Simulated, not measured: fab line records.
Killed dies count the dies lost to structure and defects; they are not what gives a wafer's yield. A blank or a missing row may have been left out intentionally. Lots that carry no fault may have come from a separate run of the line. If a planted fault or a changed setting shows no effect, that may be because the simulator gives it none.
fab line records | flow sky130
[record] lots = 6 wafers = 16 last_day = 49
route steps=708 shown SPACER@306 POLY_CUT@307 PAD_OPEN@708
lots that met no fault: taken from a fault-free run of the same line
start_h: hours from the record's first day to the start of the lot's first wafer shown | wait_h: time in hours since the lot's previous step | " repeats the value in the row above | L1.1+2: a row that stands for several wafers | - either no value or no given start | * or withheld: withheld | < > ~ a bound
route shown NAME@n: a module of which the file shows steps, and the number in the route of the first | usual: average and standard deviation across the fault-free wafers | same: alike in all rows | chamber/n: place in a boat | sites: readings site by site | _std_site: the standard deviation of these | _edge_site: the outer-site mean with the inner-site mean subtracted | radius_mm: for every site, how far away it sits from the centre of the wafer | mask NAME#n: copy n | behind: the last tool/chamber to shape the wafer | hold: cause of the lot's hold/its duration in hours/its outcome | device: which transistor (n, p or np) failed to switch | end of line: tests run on the same wafers once the route is complete | a step without rows: its recipe alone | killed: not the wafer's yield, but the dies lost to structure and defects at the first sort | map: a wafer's dies, marking killed ones x, the rest . and places with no die _
set.NAME: the run value of the setting; set.NAME@STEP: its run value at that earlier step | model.NAME: the simulator's own value behind a step, which no gauge read
a table for each step, a row for each wafer; lots at some steps of the route
services: when a tool's chamber went out of use (start_h, in hours from the record's first day, below 0 if earlier), for how many hours, and the reason
[[steps]]
[step SKY_SPACER_ETCHBACK_02]
[recipe] chemistry = CH3F/O2 target = Si3N4 stop_on = SiO2 source_w = 400 bias_w = 80 pressure_mtorr = 25 ch3f_flow_sccm = 40 O2_flow_sccm = 30 time_s = 46.7 target_depth_a = 450
[usual] bias_w = 80.00/0.24 drypump_motor_current_A = 5.7/0.42 oes_product_au = 0.852/0.0065 throttle_valve_pct = 10.561/0.0087
// columns lot.wafer tool chamber start_h wait_h bias_w drypump_motor_current_A oes_product_au rf_hours_counter_h throttle_valve_pct
L755.1 rie_diel-04 0 567.11 0.1 79.84 6.5 0.856 7 10.566
L755.3 " 1 " " 79.90 6.2 0.855 67 10.574
L755.6 " 0 " " 79.82 6.5 0.869 - 10.572
L757.3 rie_diel-02 0 593.65 0.0 80.07 5.5 0.863 2 10.571
L757.4 " 3 " " 80.36 6.1 0.853 49 10.560
L757.5 " 1 " " 79.87 5.2 0.853 - 10.550
L760.2 rie_diel-04 0 613.47 0.0 80.23 6.5 0.843 8 10.540
L760.3 " 3 " " 79.91 5.8 0.854 3 10.561
L760.4 " 0 " " 79.50 6.5 0.849 - 10.555
L761.1 rie_diel-03 2 620.16 0.1 80.34 5.7 0.857 51 10.566
L761.3 " 1 " " 79.89 5.8 0.853 6 10.558
L761.6 " 2 " " 80.27 5.7 0.848 - 10.558
L766.2 rie_diel-03 0 663.71 0.0 80.31 6.0 0.857 4 10.560
L766.6 " 1 " " 80.00 5.8 0.838 - 10.564
L767.3 rie_diel-03 2 674.85 0.0 79.66 5.7 0.848 53 10.570
L767.4 " 3 " " 80.08 4.7 0.859 13 10.536
[step SKY_POLY_CUT_DEHYDRATE_00]
[recipe] temp_c = 200 time_s = 60
[step SKY_POLY_CUT_HMDS_01]
[recipe] prime_time_s = 60 prime_temp_c = 120
[step SKY_POLY_CUT_COAT_02]
[recipe] resist = BARC temp_c = withheld time_s = withheld spin_rpm = 3000 resist_thk_nm = 60
[step SKY_POLY_CUT_COAT_03]
[recipe] resist = KrF-thick spin_rpm = 3000 resist_thk_nm = 450
[step SKY_POLY_CUT_SOFTBAKE_04]
[recipe] temp_c = 100 time_s = 90 resist = KrF-thick
[step SKY_POLY_CUT_EXPOSE_05]
[recipe] mask_id = NPCM na = 0.8 source_shape = annular sigma_inner = 0.55 sigma_outer = 0.85 target_cd_nm = 270 dose_mj = 32
[step SKY_POLY_CUT_PEB_06]
[recipe] peb_temp_c = withheld peb_time_s = withheld resist = KrF-thick
[step SKY_POLY_CUT_DEVELOP_07]
[recipe] develop_time_s = 60 resist = KrF-thick dev_temp_c = 21
[step SKY_POLY_CUT_CD_MEAS_08]
[recipe] target_cd_nm = 270
[usual] cd_nm = 269.8/1.6
// columns lot.wafer tool chamber start_h wait_h cd_nm
L755.1 cd_sem-01 - 596.78 - 267.8
L755.3 " - " " 268.8
L755.6 " - " " 267.8
L757.3 cd_sem-02 - 622.89 - 268.8
L757.4 " - " " 269.3
L757.5 " - " " 267.3
L760.2 cd_sem-01 - 643.50 - 269.0
L760.3 " - " " 267.6
L760.4 " - " " 269.3
L761.1 cd_sem-01 - 648.89 - 272.1
L761.3 " - " " 273.3
L761.6 " - " " 272.9
L766.2 cd_sem-01 - 692.30 - 269.7
L766.6 " - " " 270.0
L767.3 cd_sem-01 - 702.94 - 269.6
L767.4 " - " " 268.1
[step SKY_POLY_CUT_OVL_MEAS_09]
[usual] POLY_CUT_OVL = 3/6
// columns lot.wafer tool chamber start_h wait_h POLY_CUT_OVL[nm]
L755.1 overlay-02 - 596.90 0.1 5
L755.3 " - " " 7
L755.6 " - " " 2
L757.3 overlay-02 - 622.98 0.1 1
L757.4 " - " " 8
L757.5 " - " " 6
L760.2 overlay-01 - 643.61 0.1 5
L760.3 " - " " -4
L760.4 " - " " -3
L761.1 overlay-01 - 649.01 0.1 -7
L761.3 " - " " -6
L761.6 " - " " 3
L766.2 overlay-01 - 692.41 0.1 -3
L766.6 " - " " -3
L767.3 overlay-02 - 703.03 0.1 7
L767.4 " - " " -1
[step SKY_POLY_CUT_ETCH_10]
[recipe] chemistry = N2/H2 target = BARC ion_energy_ev = 200 source_w = 500 bias_w = 100 pressure_mtorr = 30 n2_flow_sccm = 100 h2_flow_sccm = 200 stop_on = SiO2 time_s = 45.9 target_depth_a = 600
[usual] bias_w = 100.0/0.33 drypump_motor_current_A = 5.7/0.56 h2_flow_sccm = 200.0/0.55 oes_product_au = 0.855/0.0043 run_length_s = 74.3/0.36 throttle_valve_pct = 13.225/0.0089
// columns lot.wafer tool chamber start_h wait_h bias_w drypump_motor_current_A h2_flow_sccm oes_product_au rf_hours_counter_h run_length_s throttle_valve_pct
L755.1 rie_diel-04 1 596.94 0.0 99.8 6.2 200.1 0.853 68 73.7 13.231
L755.3 " 3 " " 100.2 5.8 199.3 0.861 3 74.5 13.215
L755.6 " 1 " " 99.7 6.2 198.8 0.852 - 74.3 13.223
L757.3 rie_diel-04 3 623.01 0.0 100.3 5.8 200.3 0.859 3 74.6 13.211
L757.4 " 3 " " 100.0 5.8 200.9 0.848 - 74.8 13.231
L757.5 " 2 " " 99.8 5.6 200.6 0.854 - 74.3 13.223
L760.2 rie_diel-03 1 643.64 0.0 100.4 5.8 199.9 0.856 7 74.1 13.219
L760.3 " 3 " " 99.8 4.8 200.1 0.855 12 74.5 13.211
L760.4 " 2 " " 100.2 5.8 200.1 0.860 52 73.7 13.236
L761.1 rie_diel-04 3 649.04 0.0 100.2 5.8 199.4 0.853 4 74.7 13.207
L761.3 " 2 " " 100.4 5.6 199.8 0.855 7 74.7 13.223
L761.6 " 3 " " 100.1 5.8 199.6 0.856 - 75.0 13.239
L766.2 rie_diel-03 1 692.44 0.0 100.0 5.8 200.2 0.854 8 74.6 13.217
L766.6 " 3 " " 100.1 4.8 200.2 0.851 - 74.9 13.216
L767.3 rie_diel-03 3 703.06 0.0 99.6 4.8 199.6 0.855 14 74.3 13.227
L767.4 " 0 " " 99.6 6.1 199.2 0.854 5 74.2 13.229
[step SKY_POLY_CUT_ETCH_11]
[recipe] target = Si3N4 chemistry = CF4/CH2F2/Ar stop_on = poly-Si source_w = 600 bias_w = 150 pressure_mtorr = 40 cf4_flow_sccm = 40 ch2f2_flow_sccm = 20 Ar_flow_sccm = 150 time_s = 42.5 target_depth_a = 600
[usual] bias_w = 150.1/0.42 drypump_motor_current_A = 5.7/0.56 oes_product_au = 0.829/0.0062 run_length_s = 71.0/0.38 throttle_valve_pct = 14.994/0.0093
// columns lot.wafer tool chamber start_h wait_h bias_w drypump_motor_current_A oes_product_au rf_hours_counter_h run_length_s throttle_valve_pct model.POLY_CUT.feature_depth_nm model.poly-Si_of_POLY_GATE_CVD_00.thk_nm
L755.1 rie_diel-04 1 596.98 0.0 149.3 6.2 0.828 68 70.6 14.986 61.97 180.2
L755.3 " 3 " " 149.7 5.8 0.830 3 71.9 15.001 61.59 182.4
L755.6 " 1 " " 150.0 6.2 0.828 - 70.5 14.992 61.67 181.2
L757.3 rie_diel-04 3 623.05 0.0 149.8 5.8 0.840 3 71.2 14.987 62.26 179.3
L757.4 " 3 " " 150.3 5.8 0.826 - 71.4 14.998 61.76 178.4
L757.5 " 2 " " 150.5 5.6 0.827 - 70.9 14.992 61.95 179.1
L760.2 rie_diel-03 1 643.68 0.0 150.7 5.8 0.830 7 71.6 14.982 61.78 181.4
L760.3 " 3 " " 150.6 4.7 0.824 12 71.2 15.009 61.34 180.5
L760.4 " 2 " " 149.3 5.7 0.819 52 70.6 15.003 61.69 181.3
L761.1 rie_diel-04 3 649.09 0.0 150.0 5.8 0.830 4 71.1 14.999 61.56 180
L761.3 " 2 " " 149.9 5.6 0.834 7 71.1 15.007 61.69 179.4
L761.6 " 3 " " 150.2 5.8 0.827 - 71.3 15.012 61.75 180.2
L766.2 rie_diel-03 1 692.48 0.0 149.6 5.8 0.709 8 87.4 14.995 67.45 176.1
L766.6 " 3 " " 150.4 4.8 0.832 - 71.3 14.994 62.81 182.7
L767.3 rie_diel-03 3 703.10 0.0 150.1 4.8 0.709 14 87.5 14.972 67.29 173.5
L767.4 " 0 " " 150.4 6.1 0.825 5 70.8 14.983 61.8 178.4
[step SKY_POLY_CUT_STRIP_12]
[recipe] chemistry = O2/N2 power_w = 1400 pressure_mtorr = 1500 platen_temp_c = withheld o2_flow_sccm = 3000 n2_flow_sccm = 300 overash_fraction = 0.5
[usual] drypump_motor_current_A = 5.4/0.33 oes_product_au = 0.453/0.0045 strip_time_to_endpoint_s = 5.362/0.016
// columns lot.wafer tool chamber start_h wait_h drypump_motor_current_A oes_product_au rf_hours_counter_h strip_time_to_endpoint_s
L755.1 plasma_asher-04 1 597.02 0.0 5.1 0.452 75 5.359
L755.3 " 1 " " 5.1 0.454 - 5.351
L755.6 " 0 " " 5.2 0.449 - 5.379
L757.3 plasma_asher-01 0 623.12 0.1 5.2 0.453 - 5.375
L757.4 " 1 " " 5.4 0.449 - 5.351
L757.5 " 0 " " 5.2 0.449 - 5.357
L760.2 plasma_asher-01 0 643.72 0.0 5.2 0.448 50 5.361
L760.3 " 1 " " 5.4 0.462 - 5.366
L760.4 " 0 " " 5.2 0.454 - 5.372
L761.1 plasma_asher-04 0 649.13 0.0 5.2 0.451 81 5.382
L761.3 " 0 " " 5.2 0.448 - 5.350
L761.6 " 0 " " 5.2 0.455 - 5.348
L766.2 plasma_asher-01 1 692.52 0.0 5.3 0.443 54 5.328
L766.6 " 0 " " 5.2 0.452 - 5.348
L767.3 plasma_asher-02 0 703.17 0.1 5.9 0.441 - 5.344
L767.4 " 1 " " 6.0 0.449 - 5.372
[step SKY_PAD_OPEN_PROBE_99]
[usual] killed_at_M0_to_M3 = 44/7 killed_at_M4_up = 3.2/1.8 killed_at_contacts = 24/5.1 killed_at_front_end = 15/4.3 killed_at_other = 0.3/0.5 killed_dies = 86/9.6 killed_open = 48/7.1 killed_short = 38/6.7
[same] gross_dies = 492 killed_at_back_side = 0
// columns lot.wafer tool chamber start_h wait_h killed_at_M0_to_M3 killed_at_M4_up killed_at_contacts killed_at_front_end killed_at_other killed_dies killed_open killed_short
L755.1 prober-02 - 1102.36 0.1 46 3 24 13 0 86 53 32
L755.3 prober-02 - 1102.46 0.2 55 2 36 14 0 107 51 56
L755.6 prober-02 - 1102.61 0.2 51 3 27 11 1 93 49 44
L761.1 prober-02 - 1137.30 0.1 37 7 24 9 1 78 43 35
L761.3 prober-02 - 1137.40 0.2 41 6 15 10 1 73 38 35
L761.6 prober-02 - 1137.55 0.2 40 2 19 9 1 71 41 30
// killed by level:class
L755.1 CONTACT:geometric_particle:open=10 VIA1:geometric_particle:open=10 VIA3:geometric_particle:open=9 LI_CONTACT:geometric_particle:open=6 CONTACT:geometric_particle:short=6 VIA2:geometric_particle:short=5 METAL1:geometric_particle:short=5 VIA2:geometric_particle:open=5
L755.3 CONTACT:geometric_particle:open=15 METAL1:geometric_particle:short=10 VIA1:geometric_particle:open=9 VIA1:geometric_particle:short=8 LI_CONTACT:geometric_particle:open=7 CONTACT:geometric_particle:short=7 METAL2:geometric_particle:short=6 VIA3:geometric_particle:open=6
L755.6 CONTACT:geometric_particle:open=11 VIA1:geometric_particle:open=11 METAL1:geometric_particle:short=7 VIA2:geometric_particle:open=7 VIA3:geometric_particle:open=7 LI_CONTACT:geometric_particle:open=6 LOCAL_INTERCONNECT:geometric_particle:short=5 VIA1:geometric_particle:short=5
L761.1 VIA2:geometric_particle:open=8 CONTACT:geometric_particle:open=7 VIA1:geometric_particle:open=6 LI_CONTACT:geometric_particle:open=6 METAL2:geometric_particle:short=6 CONTACT:geometric_particle:short=4 VIA1:geometric_particle:short=4 METAL4:geometric_particle:short=4
L761.3 CONTACT:geometric_particle:open=7 VIA1:geometric_particle:open=7 VIA2:geometric_particle:open=6 VIA1:geometric_particle:short=5 METAL2:geometric_particle:short=5 METAL4:geometric_particle:short=5 VIA3:geometric_particle:open=4 FIELD_ISO:geometric_particle:open=3
L761.6 CONTACT:geometric_particle:open=11 VIA1:geometric_particle:open=9 METAL2:geometric_particle:short=7 VIA3:geometric_particle:open=7 LI_CONTACT:geometric_particle:open=5 VIA2:geometric_particle:short=4 FIELD_ISO:geometric_particle:short=3 VIA3:geometric_particle:short=3
[[services]]
// columns tool chamber start_h hours kind
rie_diel-02 0 558.86 6.7 repair
rie_diel-04 2 570.09 10.5 repair
rie_diel-04 3 579.32 2.9 repair
rie_diel-02 - 607.78 14.6 pm
rie_diel-04 1 609.43 - clean
rie_diel-04 1 609.43 19.7 scheduled_down
rie_diel-04 1 609.43 19.7 vent_cycle
rie_diel-03 0 612.26 26.1 repair
rie_diel-03 - 622.73 2.8 pm
rie_diel-03 2 641.85 1.4 repair
rie_diel-04 1 648.13 15.9 repair
rie_diel-02 0 651.58 18.4 repair
plasma_asher-04 - 681.56 2.1 repair
[[key]]
[first_sign] step = SKY_POLY_CUT_ETCH_11 reading = run_length_s direction = up sigmas = 44 usual = * struck = *
[effect] step = SKY_POLY_CUT_ETCH_11 reading = oes_product_au direction = down sigmas = 19 usual = 0.829 struck = 0.709
[model_effect] step = SKY_POLY_CUT_ETCH_11 value = POLY_CUT.feature_depth_nm without = 61.85 struck = 67.37
met_at SKY_POLY_CUT_ETCH_11
struck_wafers L766.2,L767.3
tester_left_out L766,L767
onset_between 643.68 692.48
[fault] kind = process_parameter_drift tool = rie_diel-03 chamber = - onset_h = 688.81 steps = SKY_POLY_CUT_ETCH_11 channel = time_s offset = * shape = step end_h = 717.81 scope = struck_wafers_only acts_in = * stated = *
// tester_left_out: of these lots the tester's yield and bins aren't shown, on N5 and GAA mostly nor the transistor test; their killed dies are dies lost to structure and defects alone, not to doping, threshold or leakage, so they don't give the yield
